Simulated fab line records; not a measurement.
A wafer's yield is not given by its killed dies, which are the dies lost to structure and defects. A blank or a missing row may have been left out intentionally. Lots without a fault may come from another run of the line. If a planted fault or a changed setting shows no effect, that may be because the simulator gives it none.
fab line records	flow sky130
record: lots: 5	wafers: 23
route steps=708 shown VIA2@521 CAPM@539 METAL3@558 VIA3@575 METAL4@598
startH: the number of hours between the record's first day and the start of the first shown wafer of the lot	waitH: hours elapsed since this lot's preceding step	" same as the row above	L1.1+2: several wafers, shown together as one row	- value missing, or start not given	* or withheld: withheld	< > ~ a bound
route shown NAME@n: names a module that has steps shown in the file, with the first one's number in the route	usual: mean and standard deviation over wafers with no fault	same: alike in all rows	chamber/n: place in a boat	sites: the reading at each site	_std_site: standard deviation of those values	_edge_site: mean of outer sites minus mean of inner sites	radiusMm: for every site, how far away it sits from the centre of the wafer	mask NAME#n: copy n	behind: the tool/chamber that last shaped the wafer	hold: the reason the lot was held/the length of the hold in hours/how it ended	device: whichever transistor did not switch (one of n, p or np)	end of line: at the end of the route, the tests of the same wafers	step lacking rows: just its recipe	killed: not the wafer's yield, but the dies lost to structure and defects at the first sort	map: shows each die of a wafer: x if killed, . if not, _ if none is there
set.NAME: the run value of the setting; set.NAME@STEP: its run value at that earlier step	model.NAME: the simulator's own value behind a step, which no gauge read
lots with deliberately changed settings; one table per step, one row per wafer
== steps ==
step: SKY_VIA2_ETCH_14
recipe: chemistry: N2/H2	target: BARC	ionEnergyEv: 200	sourceW: 500	biasW: 100	pressureMtorr: 30	n2FlowSccm: 100	h2FlowSccm: 200	stopOn: SiO2	timeS: 45.9	targetDepthA: 600
lot.wafer	tool	chamber	startH	waitH	set.biasW	set.resistThkNm@VIA2_COAT_07	model.KrF-thick_of_VIA2_COAT_07.thkNm
L077.1	rieDiel-03	0	891.69	0.0	100	450	394.1
L077.4	"	3	"	"	100	450	394.6
L077.5	"	0	"	"	100	450	395
L079.1	rieDiel-03	3	902.66	0.0	100	450	392.7
L079.2	"	1	"	"	100	450	391.7
L079.4	"	0	"	"	100	459	399.3
L079.5	"	3	"	"	105.8	459	400.3
L079.6	"	2	"	"	105.8	459	400.6
L082.1	rieDiel-02	0	915.09	0.0	100	438.4	382.7
L082.2	"	2	"	"	100	450	394.6
L082.4	"	3	"	"	100	438.4	381.3
L082.5	"	0	"	"	100	438.4	384.2
L082.6	"	3	"	"	100	450	392.7
L083.1	rieDiel-03	1	921.44	0.0	104.8	450	390.5
L083.2	"	3	"	"	104.8	450	390.9
L083.3	"	2	"	"	104.8	450	390.3
L083.4	"	0	"	"	100	450	391.6
L083.6	"	1	"	"	100	450	390.8
L085.1	rieDiel-04	2	931.14	0.0	93.01	450	394.8
L085.2	"	3	"	"	100	436.4	378.7
L085.4	"	1	"	"	100	436.4	378.1
L085.5	"	0	"	"	93.01	450	394
L085.6	"	3	"	"	93.01	436.4	379.7
step: SKY_VIA2_ETCH_15
recipe: target: SiO2	chemistry: C4F8/O2/Ar	targetDepthNm: 546	stopOn: TiN	maskMaterial: KrF-thick	sourceW: 1500	biasW: 1200	pressureMtorr: 40	c4f8FlowSccm: withheld	O2_flow_sccm: 6	Ar_flow_sccm: 300	timeS: 84
lot.wafer	tool	chamber	startH	waitH	set.resistThkNm@VIA2_COAT_07	model.KrF-thick_of_VIA2_COAT_07.thkNm
L077.1+5	rieDiel-03	0	891.74	0.0	450	284.1
L077.4	"	3	"	"	450	285
L079.1	rieDiel-03	3	902.70	0.0	450	283
L079.2	"	1	"	"	450	281
L079.4	"	0	"	"	459	287.5
L079.5	"	3	"	"	459	290.5
L079.6	"	2	"	"	459	291.5
L082.1	rieDiel-02	0	915.13	0.0	438.4	274.4
L082.2	"	2	"	"	450	286.4
L082.4	"	3	"	"	438.4	270.2
L082.5	"	0	"	"	438.4	276.3
L082.6	"	3	"	"	450	281.9
L083.1	rieDiel-03	1	921.48	0.0	450	282
L083.2	"	3	"	"	450	281.2
L083.3	"	2	"	"	450	281.5
L083.4	"	0	"	"	450	281.3
L083.6	"	1	"	"	450	282.4
L085.1	rieDiel-04	2	931.18	0.0	450	283.7
L085.2	"	3	"	"	436.4	267.2
L085.4	"	1	"	"	436.4	267.6
L085.5	"	0	"	"	450	285.4
L085.6	"	3	"	"	436.4	268.8
step: SKY_VIA2_STRIP_16
recipe: chemistry: O2/N2	powerW: 1400	pressureMtorr: 1500	platenTempC: withheld	o2FlowSccm: 3000	n2FlowSccm: 300	overashFraction: 0.5
usual: stripTimeToEndpointS: 4.035/0.028
lot.wafer	tool	chamber	startH	waitH	set.resistThkNm@VIA2_COAT_07	stripTimeToEndpointS
L077.1	plasmaAsher-04	1	891.80	0.0	450	4.063
L077.4	"	0	"	"	450	4.060
L077.5	"	0	"	"	450	4.053
L079.1	plasmaAsher-02	0	902.77	0.0	450	4.037
L079.2	"	1	"	"	450	4.018
L079.4	"	1	"	"	459	4.084
L079.5	"	1	"	"	459	4.115
L079.6	"	0	"	"	459	4.127
L082.1	plasmaAsher-02	0	915.19	0.0	438.4	3.954
L082.2	"	1	"	"	450	4.068
L082.4	"	0	"	"	438.4	3.908
L082.5	"	1	"	"	438.4	3.981
L082.6	"	0	"	"	450	4.035
L083.1	plasmaAsher-04	1	921.54	0.0	450	4.029
L083.2	"	0	"	"	450	4.020
L083.3	"	1	"	"	450	4.032
L083.4	"	0	"	"	450	4.022
L083.6	"	0	"	"	450	4.045
L085.1	plasmaAsher-04	1	931.24	0.0	450	4.043
L085.2	"	0	"	"	436.4	3.886
L085.4	"	0	"	"	436.4	3.873
L085.5	"	0	"	"	450	4.057
L085.6	"	1	"	"	436.4	3.882
step: SKY_CAPM_SPUTTER_02
recipe: material: TiN	targetThkNm: 200	tempC: 300	powerW: 6500	timeS: 166.7	chamberPressurePa: 0.4
lot.wafer	tool	chamber	startH	waitH	set.timeS	model.TiN_of_CAPM_SPUTTER_02.thkNm
L077.1	pvdSputter-04	-	893.30	0.1	166.7	201.5
L077.4	"	-	"	"	166.7	202.7
L077.5	"	-	"	"	166.7	203.3
L079.1	pvdSputter-04	-	904.28	0.1	166.7	202.8
L079.2	"	-	"	"	166.7	203.5
L079.4	"	-	"	"	166.7	202.2
L079.5	"	-	"	"	166.7	202.4
L079.6	"	-	"	"	166.7	203.9
L082.1	pvdSputter-02	-	917.02	0.1	166.7	199.2
L082.2	"	-	"	"	166.7	196.9
L082.4	"	-	"	"	189.4	223.8
L082.5	"	-	"	"	166.7	199
L082.6	"	-	"	"	189.4	224.2
L083.1	pvdSputter-04	-	923.17	0.1	166.7	196.6
L083.2	"	-	"	"	166.7	199.6
L083.3	"	-	"	"	166.7	200.2
L083.4	"	-	"	"	166.7	201.2
L083.6	"	-	"	"	166.7	198.1
L085.1	pvdSputter-04	-	932.74	0.1	166.7	202.5
L085.2	"	-	"	"	166.7	203.9
L085.4	"	-	"	"	143.4	176.2
L085.5	"	-	"	"	143.4	175.2
L085.6	"	-	"	"	166.7	204.3
step: SKY_CAPM_RS_MEAS_03
recipe: thkMeasGauge: four-point-probe	reads: TiN_of_CAPM_SPUTTER_02
usual: CAPM_TIN_RS: 6.90/0.088
lot.wafer	tool	chamber	startH	waitH	set.timeS@CAPM_SPUTTER_02	CAPM_TIN_RS[ohm/sq]
L077.1	filmMetro-02	-	893.41	0.1	166.7	6.86
L077.4	"	-	"	"	166.7	6.82
L077.5	"	-	"	"	166.7	6.78
L079.1	filmMetro-02	-	904.39	0.1	166.7	6.80
L079.2	"	-	"	"	166.7	6.78
L079.4	"	-	"	"	166.7	6.84
L079.5	"	-	"	"	166.7	6.82
L079.6	"	-	"	"	166.7	6.77
L082.1	filmMetro-04	-	917.13	0.1	166.7	6.94
L082.2	"	-	"	"	166.7	7.03
L082.4	"	-	"	"	189.4	6.15
L082.5	"	-	"	"	166.7	6.94
L082.6	"	-	"	"	189.4	6.14
L083.1	filmMetro-01	-	923.28	0.1	166.7	7.03
L083.2	"	-	"	"	166.7	6.94
L083.3	"	-	"	"	166.7	6.90
L083.4	"	-	"	"	166.7	6.87
L083.6	"	-	"	"	166.7	6.97
L085.1	filmMetro-02	-	932.85	0.1	166.7	6.82
L085.2	"	-	"	"	166.7	6.77
L085.4	"	-	"	"	143.4	7.86
L085.5	"	-	"	"	143.4	7.92
L085.6	"	-	"	"	166.7	6.76
step: SKY_CAPM_THK_MEAS_04
recipe: thkMeasGauge: xrf	reads: TiN_of_CAPM_SPUTTER_02
usual: CAPM_TIN_THK: 197.9/2.6
lot.wafer	tool	chamber	startH	waitH	set.timeS@CAPM_SPUTTER_02	CAPM_TIN_THK[nm]
L077.1	filmMetro-02	-	893.53	0.1	166.7	199.1
L077.4	"	-	"	"	166.7	200.5
L077.5	"	-	"	"	166.7	200.1
L079.1	filmMetro-02	-	904.51	0.1	166.7	199.8
L079.2	"	-	"	"	166.7	201.2
L079.4	"	-	"	"	166.7	199.5
L079.5	"	-	"	"	166.7	200.4
L079.6	"	-	"	"	166.7	201.6
L082.1	filmMetro-04	-	917.25	0.1	166.7	197.7
L082.2	"	-	"	"	166.7	195.8
L082.4	"	-	"	"	189.4	222.7
L082.5	"	-	"	"	166.7	197.8
L082.6	"	-	"	"	189.4	222.9
L083.1	filmMetro-01	-	923.40	0.1	166.7	192.8
L083.2	"	-	"	"	166.7	195.1
L083.3	"	-	"	"	166.7	195.1
L083.4	"	-	"	"	166.7	197.2
L083.6	"	-	"	"	166.7	193.9
L085.1	filmMetro-02	-	932.97	0.1	166.7	199.2
L085.2	"	-	"	"	166.7	200.3
L085.4	"	-	"	"	143.4	173.9
L085.5	"	-	"	"	143.4	172.2
L085.6	"	-	"	"	166.7	201.3
step: SKY_CAPM_DEHYDRATE_05
recipe: tempC: 200	timeS: 60
step: SKY_CAPM_HMDS_06
recipe: primeTimeS: 60	primeTempC: 120
step: SKY_CAPM_DEVELOP_11
recipe: resist: NOVOLAK	developer: TMAH	developTimeS: 60	devTempC: 23
step: SKY_CAPM_METAL_ETCH_13
recipe: targetDepthNm: 220	stopOn: SiO2	chemistry: Cl2/BCl3	target: TiN	pressureMtorr: 10	icpW: 900	biasW: 48.5	Cl2_flow_sccm: 60	bcl3FlowSccm: 30	timeS: 62.9
usual: oesProductAu: 0.942/0.008
lot.wafer	tool	chamber	startH	waitH	set.timeS@CAPM_SPUTTER_02	oesProductAu
L077.1	rieMetal-01	1	918.47	0.0	166.7	0.942
L077.4	"	1	"	"	166.7	0.950
L077.5	"	0	"	"	166.7	0.939
L079.1	rieMetal-04	1	928.47	0.0	166.7	0.949
L079.2	"	0	"	"	166.7	0.948
L079.4	"	0	"	"	166.7	0.950
L079.5	"	0	"	"	166.7	0.949
L079.6	"	1	"	"	166.7	0.951
L082.1	rieMetal-01	1	941.41	0.0	166.7	0.933
L082.2	"	0	"	"	166.7	0.928
L082.4	"	0	"	"	189.4	1.009
L082.5	"	1	"	"	166.7	0.942
L082.6	"	0	"	"	189.4	1.005
L083.1	rieMetal-01	1	946.97	0.0	166.7	0.939
L083.2	"	0	"	"	166.7	0.943
L083.3	"	1	"	"	166.7	0.949
L083.4	"	0	"	"	166.7	0.941
L083.6	"	0	"	"	166.7	0.940
L085.1	rieMetal-04	1	955.92	0.0	166.7	0.953
L085.2	"	0	"	"	166.7	0.951
L085.4	"	0	"	"	143.4	0.875
L085.5	"	0	"	"	143.4	0.874
L085.6	"	1	"	"	166.7	0.942
step: SKY_METAL3_COAT_08
recipe: resist: KrF-thick	spinRpm: 3000	resistThkNm: 1140
lot.wafer	tool	chamber	startH	waitH	set.spinRpm	model.KrF-thick_of_METAL3_COAT_08.thkNm
L077.1	lithoTrack-03	0	-	-	3000	1138
L077.4	"	0	"	"	3000	1140
L077.5	"	0	"	"	3000	1136
L079.1+2+4+6	lithoTrack-02	0	-	-	3000	1142
L079.5	"	0	"	"	3000	1135
L082.1	lithoTrack-04	0	-	-	3000	1142
L082.2	"	0	"	"	3000	1143
L082.4	"	0	"	"	3000	1141
L082.5	"	0	"	"	3151	1118
L082.6	"	0	"	"	3151	1115
L083.1	lithoTrack-02	0	-	-	2843	1172
L083.2	"	0	"	"	3000	1141
L083.3+4	"	0	"	"	3000	1140
L083.6	"	0	"	"	2843	1171
L085.1	lithoTrack-02	0	-	-	2859	1172
L085.2	"	0	"	"	3000	1142
L085.4	"	0	"	"	2859	1171
L085.5	"	0	"	"	2859	1169
L085.6	"	0	"	"	3000	1140
step: SKY_VIA3_CMP_02
recipe: material: SiO2	downForcePsi: 4	platenRpm: 60	padVelocityMS: 0.94248
lot.wafer	tool	chamber	startH	waitH	set.leaveAboveRefNm	model.SiO2_of_VIA3_HDPCVD_00.thkNm
L077.1	cmp-01	2	945.06	0.1	465	464.9
L077.4	"	3	"	"	465	465.1
L077.5	"	1	"	"	465	465.4
L079.2	cmp-02	0	954.16	0.0	465	466.7
L079.4+1	"	2,3	"	"	483.6	-
L079.6	"	0	"	"	465	465.8
L079.5	"	1	"	"	465	-
L082.1	cmp-01	1	967.19	0.1	465	463.4
L082.2	"	3	"	"	465	462
L082.4+6	"	0,1	"	"	475.4	-
L082.5	"	2	"	"	475.4	473.9
L083.3	cmp-01	0	973.39	0.0	465	-
L083.2	"	1	"	"	465	465.8
L083.1+4	"	2,3	"	"	492.6	-
L083.6	"	1	"	"	492.6	492.8
L085.2	cmp-01	3	982.32	0.0	441.6	440.5
L085.1	"	1	"	"	465	464.7
L085.4	"	2	"	"	465	463.7
L085.5	"	3	"	"	441.6	439.3
L085.6	"	0	"	"	441.6	440.3
step: SKY_VIA3_COAT_07
recipe: resist: KrF-thick	spinRpm: 3000	resistThkNm: 450
lot.wafer	tool	chamber	startH	waitH	set.resistThkNm	model.KrF-thick_of_VIA3_COAT_07.thkNm
L077.1	lithoTrack-04	0	-	-	450	449.6
L077.4	"	0	"	"	450	448.3
L077.5	"	0	"	"	450	449.9
L079.1	lithoTrack-04	0	-	-	450	451.9
L079.2	"	0	"	"	450	450.9
L079.4	"	0	"	"	432.5	432.9
L079.5	"	0	"	"	450	449.8
L079.6	"	0	"	"	432.5	433.4
L082.1	lithoTrack-04	0	-	-	450	446.5
L082.2	"	0	"	"	466.3	464.4
L082.4	"	0	"	"	466.3	463.6
L082.5	"	0	"	"	450	447.8
L082.6	"	0	"	"	450	447.7
L083.1	lithoTrack-03	0	-	-	475.1	475.1
L083.2	"	0	"	"	450	450.9
L083.3	"	0	"	"	450	449.3
L083.4	"	0	"	"	475.1	473.2
L083.6	"	0	"	"	450	449.6
L085.1	lithoTrack-04	0	-	-	443.1	445.2
L085.2	"	0	"	"	450	452.2
L085.4	"	0	"	"	443.1	444.6
L085.5	"	0	"	"	450	451.6
L085.6	"	0	"	"	443.1	444.3
step: SKY_VIA3_SOFTBAKE_08
recipe: tempC: 100	timeS: 90	resist: KrF-thick
step: SKY_VIA3_EXPOSE_09
recipe: maskId: VIM3	na: 0.8	sourceShape: annular	sigmaInner: 0.55	sigmaOuter: 0.85	targetCdNm: 200	doseMj: 38
step: SKY_VIA3_ETCH_14
recipe: chemistry: N2/H2	target: BARC	ionEnergyEv: 204.2	sourceW: 500	biasW: 100	pressureMtorr: 30	n2FlowSccm: 100	h2FlowSccm: 200	stopOn: SiO2	timeS: 45.9	targetDepthA: 600
lot.wafer	tool	chamber	startH	waitH	set.resistThkNm@VIA3_COAT_07	model.KrF-thick_of_VIA3_COAT_07.thkNm
L077.1	rieDiel-01	1	969.89	0.0	450	391.9
L077.4	"	0	"	"	450	390.2
L077.5	"	3	"	"	450	391.8
L079.1	rieDiel-01	3	977.74	0.0	450	394.1
L079.2	"	0	"	"	450	393.2
L079.4	"	1	"	"	432.5	375.7
L079.5	"	2	"	"	450	393
L079.6	"	3	"	"	432.5	376.1
L082.1	rieDiel-03	2	990.68	0.0	450	388.3
L082.2	"	0	"	"	466.3	406.1
L082.4	"	3	"	"	466.3	405.6
L082.5	"	2	"	"	450	389.9
L082.6	"	3	"	"	450	390.2
L083.1	rieDiel-04	2	996.58	0.0	475.1	416.6
L083.2	"	0	"	"	450	393.2
L083.3	"	1	"	"	450	390.6
L083.4	"	3	"	"	475.1	414.7
L083.6	"	2	"	"	450	391.4
L085.1	rieDiel-04	1	1005.09	0.0	443.1	387.2
L085.2	"	0	"	"	450	394.9
L085.4	"	3	"	"	443.1	387
L085.5	"	3	"	"	450	394.4
L085.6	"	0	"	"	443.1	387.3
step: SKY_VIA3_ETCH_15
recipe: target: SiO2	chemistry: C4F8/O2/Ar	targetDepthNm: 507	stopOn: TiN	maskMaterial: KrF-thick	sourceW: 1500	biasW: 1200	pressureMtorr: 40	c4f8FlowSccm: withheld	O2_flow_sccm: 6	Ar_flow_sccm: 300	timeS: 78
lot.wafer	tool	chamber	startH	waitH	set.timeS	set.resistThkNm@VIA3_COAT_07	model.KrF-thick_of_VIA3_COAT_07.thkNm
L077.1	rieDiel-01	1	969.94	0.0	78	450	291
L077.4	"	0	"	"	78	450	289.2
L077.5	"	3	"	"	78	450	290
L079.1	rieDiel-01	3	977.79	0.0	83.26	450	285.8
L079.2	"	0	"	"	78	450	292.3
L079.4	"	1	"	"	78	432.5	275.4
L079.5	"	2	"	"	78	450	294.9
L079.6	"	3	"	"	83.26	432.5	268.4
L082.1	rieDiel-03	2	990.72	0.0	71.61	450	295
L082.2	"	0	"	"	78	466.3	303.6
L082.4	"	3	"	"	78	466.3	304.2
L082.5	"	2	"	"	71.61	450	297.3
L082.6	"	3	"	"	78	450	288.9
L083.1	rieDiel-04	2	996.62	0.0	78	475.1	314.1
L083.2	"	0	"	"	78	450	291.9
L083.3	"	1	"	"	69	450	298.3
L083.4	"	3	"	"	69	475.1	323.4
L083.6	"	2	"	"	78	450	287.8
L085.1	rieDiel-04	1	1005.14	0.0	73.76	443.1	290.8
L085.2	"	0	"	"	78	450	294.3
L085.4	"	3	"	"	78	443.1	285.5
L085.5	"	3	"	"	78	450	292.6
L085.6	"	0	"	"	73.76	443.1	292.9
step: SKY_VIA3_STRIP_16
recipe: chemistry: O2/N2	powerW: 1400	pressureMtorr: 1500	platenTempC: withheld	o2FlowSccm: 3000	n2FlowSccm: 300	overashFraction: 0.5
usual: stripTimeToEndpointS: 4.120/0.027
lot.wafer	tool	chamber	startH	waitH	set.resistThkNm@VIA3_COAT_07	set.timeS@VIA3_ETCH_15	stripTimeToEndpointS
L077.1	plasmaAsher-02	1	970.00	0.0	450	78	4.127
L077.4	"	0	"	"	450	78	4.099
L077.5	"	0	"	"	450	78	4.103
L079.1	plasmaAsher-02	1	977.85	0.0	450	83.26	4.061
L079.2	"	0	"	"	450	78	4.149
L079.4	"	0	"	"	432.5	78	3.957
L079.5	"	0	"	"	450	78	4.165
L079.6	"	1	"	"	432.5	83.26	3.884
L082.1	plasmaAsher-04	0	990.78	0.0	450	71.61	4.174
L082.2	"	1	"	"	466.3	78	4.270
L082.4	"	1	"	"	466.3	78	4.267
L082.5	"	0	"	"	450	71.61	4.209
L082.6	"	1	"	"	450	78	4.093
L083.1	plasmaAsher-04	0	996.68	0.0	475.1	78	4.378
L083.2	"	1	"	"	450	78	4.150
L083.3	"	1	"	"	450	69	4.204
L083.4	"	0	"	"	475.1	69	4.468
L083.6	"	0	"	"	450	78	4.082
L085.1	plasmaAsher-04	1	1005.20	0.0	443.1	73.76	4.120
L085.2	"	0	"	"	450	78	4.176
L085.4	"	0	"	"	443.1	78	4.062
L085.5	"	1	"	"	450	78	4.152
L085.6	"	0	"	"	443.1	73.76	4.128
step: SKY_METAL4_SPUTTER_00
recipe: material: Ti	targetThkNm: 15	powerW: 3000	timeS: 10	chamberPressurePa: 0.4
lot.wafer	tool	chamber	startH	waitH	set.timeS	model.Ti_of_METAL4_SPUTTER_00.thkNm
L077.1	pvdSputter-03	-	971.25	0.2	10	14.71
L077.4	"	-	"	"	10	15.09
L077.5	"	-	"	"	10	15.1
L079.1	pvdSputter-01	-	979.16	0.2	9.326	14.08
L079.2	"	-	"	"	10	14.84
L079.4	"	-	"	"	9.326	13.74
L079.5	"	-	"	"	9.326	13.87
L079.6	"	-	"	"	10	14.96
L082.1	pvdSputter-04	-	992.08	0.2	10	15.24
L082.2	"	-	"	"	10	14.97
L082.4	"	-	"	"	11.21	16.69
L082.5	"	-	"	"	10	15.12
L082.6	"	-	"	"	11.21	16.86
L083.1	pvdSputter-04	-	998.07	0.2	11.06	16.41
L083.2	"	-	"	"	10	14.95
L083.3	"	-	"	"	11.06	16.55
L083.4	"	-	"	"	11.06	16.62
L083.6	"	-	"	"	10	14.94
L085.1	pvdSputter-04	-	1006.45	0.1	10	15.16
L085.2	"	-	"	"	10	14.87
L085.4	"	-	"	"	10	14.78
L085.5	"	-	"	"	10	15.1
L085.6	"	-	"	"	10	14.84
step: SKY_METAL4_DEVELOP_12
recipe: developTimeS: 60	resist: KrF-thick	devTempC: 21
lot.wafer	tool	chamber	startH	waitH	set.developTimeS
L077.1+4+5	lithoTrack-02	0	-	-	60
L079.1+2+4+5+6	lithoTrack-01	0	-	-	60
L082.1+2+4	lithoTrack-03	0	-	-	60
L082.5+6	"	0	"	"	51.76
L083.1+6	lithoTrack-01	0	-	-	60
L083.2+3+4	"	0	"	"	55.8
L085.1+2+6	lithoTrack-03	0	-	-	60
L085.4+5	"	0	"	"	54.32
step: SKY_METAL4_ETCH_16
recipe: chemistry: N2/H2	target: BARC	ionEnergyEv: 200	biasW: 100	pressureMtorr: 30	n2FlowSccm: 100	h2FlowSccm: 200	icpW: 500	stopOn: SiO2	timeS: 88.2	targetDepthA: 600
step: SKY_METAL4_ETCH_17
recipe: target: SiO2	stopOn: TiN	chemistry: C4F8/O2/Ar	sourceW: 1500	biasW: 1200	pressureMtorr: 40	c4f8FlowSccm: withheld	O2_flow_sccm: 6	Ar_flow_sccm: 300	timeS: 3.9	targetDepthA: 150
step: SKY_METAL4_METAL_ETCH_18
recipe: targetDepthA: 8450	stopOn: SiO2	overEtchFrac: 0.3	timeS: 183.1	chemistry: Cl2/BCl3	resistSidewallDeg: 88	pressureMtorr: 10	icpW: 900	biasW: 48.5	Cl2_flow_sccm: 60	bcl3FlowSccm: 30
lot.wafer	tool	chamber	startH	waitH	set.leaveAboveRefNm@VIA3_CMP_02	model.SiO2_of_VIA3_HDPCVD_00.thkNm
L077.1	rieMetal-01	1	1017.59	0.0	465	435.1
L077.4+5	"	1	"	"	465	435.3
L079.1+4	rieMetal-04	0	1025.67	0.0	483.6	-
L079.2	"	1	"	"	465	436.8
L079.5	"	1	"	"	465	-
L079.6	"	0	"	"	465	435.5
L082.1	rieMetal-03	1	1038.91	0.0	465	433.2
L082.2	"	0	"	"	465	432.8
L082.4+6	"	0,1	"	"	475.4	-
L082.5	"	0	"	"	475.4	444.6
L083.1+4	rieMetal-03	0	1045.12	0.0	492.6	-
L083.2	"	1	"	"	465	435.9
L083.3	"	1	"	"	465	-
L083.6	"	0	"	"	492.6	463.5
L085.1	rieMetal-03	0	1053.01	0.0	465	435.6
L085.2	"	1	"	"	441.6	410.5
L085.4	"	1	"	"	465	433.7
L085.5	"	1	"	"	441.6	409.2
L085.6	"	0	"	"	441.6	411.2
== key ==
split: step: SKY_VIA2_ETCH_14	setting: biasW	stated: 100	by: wafer
response none clear
split: step: SKY_CAPM_SPUTTER_02	setting: timeS	stated: 166.7	by: wafer
response: step: SKY_CAPM_SPUTTER_02	reading: model.TiN_of_CAPM_SPUTTER_02.thkNm	change: +1.94	per: 1%	r: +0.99
response: step: SKY_CAPM_RS_MEAS_03	reading: CAPM_TIN_RS	change: -0.07	per: 1%	r: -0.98
response: step: SKY_CAPM_THK_MEAS_04	reading: CAPM_TIN_THK	change: +1.92	per: 1%	r: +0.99
response: step: SKY_CAPM_METAL_ETCH_13	reading: oesProductAu	change: +0.00533	per: 1%	r: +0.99
split: step: SKY_METAL3_COAT_08	setting: spinRpm	stated: 3000	by: wafer
response: step: SKY_METAL3_COAT_08	reading: model.KrF-thick_of_METAL3_COAT_08.thkNm	change: -5.78	per: 1%	r: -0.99
split: step: SKY_VIA3_CMP_02	setting: leaveAboveRefNm	stated: 465	by: wafer
response: step: SKY_VIA3_CMP_02	reading: model.SiO2_of_VIA3_HDPCVD_00.thkNm	change: +4.72	per: 1%	r: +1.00
response: step: SKY_METAL4_METAL_ETCH_18	reading: model.SiO2_of_VIA3_HDPCVD_00.thkNm	change: +4.8	per: 1%	r: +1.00
split: step: SKY_VIA3_COAT_07	setting: resistThkNm	stated: 450	by: wafer
response: step: SKY_VIA3_COAT_07	reading: model.KrF-thick_of_VIA3_COAT_07.thkNm	change: +4.46	per: 1%	r: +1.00
response: step: SKY_VIA3_ETCH_14	reading: model.KrF-thick_of_VIA3_COAT_07.thkNm	change: +4.41	per: 1%	r: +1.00
response: step: SKY_VIA3_ETCH_15	reading: model.KrF-thick_of_VIA3_COAT_07.thkNm	change: +4.25	per: 1%	r: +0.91
response: step: SKY_VIA3_STRIP_16	reading: stripTimeToEndpointS	change: *	per: 1%	r: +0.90
split: step: SKY_VIA3_ETCH_15	setting: timeS	stated: 78	by: wafer
response: step: SKY_VIA3_ETCH_15	reading: model.KrF-thick_of_VIA3_COAT_07.thkNm	slope: -0.898	per: 1%	togetherWith: resistThkNm@VIA3_COAT_07	explained: 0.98
response: step: SKY_VIA3_STRIP_16	reading: stripTimeToEndpointS	slope: *	per: 1%	togetherWith: resistThkNm@VIA3_COAT_07	explained: 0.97
split: step: SKY_METAL4_SPUTTER_00	setting: timeS	stated: 10	by: wafer
response: step: SKY_METAL4_SPUTTER_00	reading: model.Ti_of_METAL4_SPUTTER_00.thkNm	change: +0.143	per: 1%	r: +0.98
split: step: SKY_METAL4_DEVELOP_12	setting: developTimeS	stated: 60	by: wafer
response none clear
split outsideThisFile step=SKY_VIA2_COAT_07 setting=resistThkNm
split outsideThisFile: this setting was split too, and the file shows its column; the key of that split is in another file
